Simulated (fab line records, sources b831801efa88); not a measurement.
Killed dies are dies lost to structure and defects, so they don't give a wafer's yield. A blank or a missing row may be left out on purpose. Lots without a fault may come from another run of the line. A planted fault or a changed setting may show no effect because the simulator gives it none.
Which tool did it? | flow sky130 | 12 lots, 35 wafers sampled, at 3 steps of a route of 708

WHAT THE GAUGES READ, wafer by wafer
SKY_VIA3_THK_MEAS_01.
lot  | measured     | on            | VIA3_HDPCVD_THK (nm)
L133 | day 39 04:51 | film_metro-04 | 1646 1614 1641
L134 | day 39 20:36 | film_metro-01 | 1597 1610 1626
L136 | day 40 15:18 | film_metro-01 | 1608 1614 1613
L135 | day 40 16:37 | film_metro-02 | 1646 1635 1633
L137 | day 40 22:55 | film_metro-04 | 1656 1653 1641
L138 | day 41 00:23 | film_metro-01 | 1641 1659 1632
L141 | day 42 01:31 | film_metro-01 | 1641 1635 1604
L142 | day 42 07:38 | film_metro-04 | 1614 1631 1624
L145 | day 42 21:58 | film_metro-04 | 1621 1602
L149 | day 43 22:55 | film_metro-02 | 1640 1610 1632
L150 | day 44 07:22 | film_metro-02 | 1613 1622 1618
L153 | day 44 19:15 | film_metro-04 | 1621 1628 1620

SKY_VIA3_THK_MEAS_23: measures by xrf.
lot  | measured     | on            | VIA3_W_THK (nm)
L133 | day 40 08:01 | film_metro-01 | 371 378 373
L134 | day 40 21:52 | film_metro-04 | 378 378 370
L136 | day 41 17:06 | film_metro-02 | 370 384 372
L135 | day 41 18:04 | film_metro-02 | 373 372 369
L137 | day 42 00:35 | film_metro-02 | 394 388 383
L138 | day 42 02:29 | film_metro-01 | 392 389 389
L141 | day 43 02:25 | film_metro-04 | 371 377 374
L142 | day 43 08:34 | film_metro-04 | 377 376 371
L145 | day 43 22:29 | film_metro-04 | 362 364
L149 | day 44 20:59 | film_metro-04 | 365 374 368
L150 | day 45 05:35 | film_metro-01 | 393 392 384
L153 | day 45 16:49 | film_metro-04 | 363 369 360

WHICH TOOL RAN EACH LOT (tool, then ch and the chambers of the sampled wafers, then the start)
lot  | SKY_VIA2_CVD_21
L133 | cvd_w-01 ch 0,1, day 36 23:34
L134 | cvd_w-01 ch 0,1, day 37 16:42
L136 | cvd_w-01 ch 0,1, day 38 12:01
L135 | cvd_w-02 ch 0,1, day 38 13:03
L137 | cvd_w-01 ch 0, day 38 19:05
L138 | cvd_w-01 ch 0,1, day 38 20:44
L141 | cvd_w-02 ch 0,1, day 39 22:13
L142 | cvd_w-01 ch 1, day 40 03:16
L145 | cvd_w-01 ch 1, day 40 20:40
L149 | cvd_w-01 ch 0,1, day 41 23:02
L150 | cvd_w-02 ch 0,1, day 42 07:45
L153 | cvd_w-02 ch 0,1, day 42 20:46
- SKY_VIA2_CVD_21: deposits W, target thk 420 nm, time 126.4 s.

WHAT THE TOOLS THEMSELVES READ (means of the sampled wafers that have a number; where no wafer has one, the mark that the record gives instead)
SKY_VIA2_CVD_21.
lot  | tool     | heater_power_w (W)
L133 | cvd_w-01 | 862
L134 | cvd_w-01 | 904
L136 | cvd_w-01 | 874
L135 | cvd_w-02 | 1013
L137 | cvd_w-01 | 934
L138 | cvd_w-01 | 899
L141 | cvd_w-02 | 949
L142 | cvd_w-01 | 828
L145 | cvd_w-01 | 809
L149 | cvd_w-01 | 920
L150 | cvd_w-02 | 940
L153 | cvd_w-02 | 959

THE ANSWER, worked out from the rows above alone
Rule: what is usual is taken from the lots themselves. Put in order of their means at a reading, lots are off if they are a third of the lots or fewer, leave a main group of 4 or more, and stand apart from it by a gap of 3 or more times the standard deviation of the main group's means; of several such gaps the widest counts. A main group whose means are all the same, to the digits that the tables above print for the reading, isn't used. A lot without any number at a reading at which 4 lots or more have one is off too. The other lots that the step has rows for count as sound. The gauges are gone through in route order, then the tools' own readings, and for those a lot's mean is taken as printed above. The first step at which some lot is off is used, and at that step the reading that is off furthest; a lot without a number counts as furthest.
No lot is off at any reading shown: from this, nothing can be told.

WHAT THE SIMULATOR HAD PUT IN
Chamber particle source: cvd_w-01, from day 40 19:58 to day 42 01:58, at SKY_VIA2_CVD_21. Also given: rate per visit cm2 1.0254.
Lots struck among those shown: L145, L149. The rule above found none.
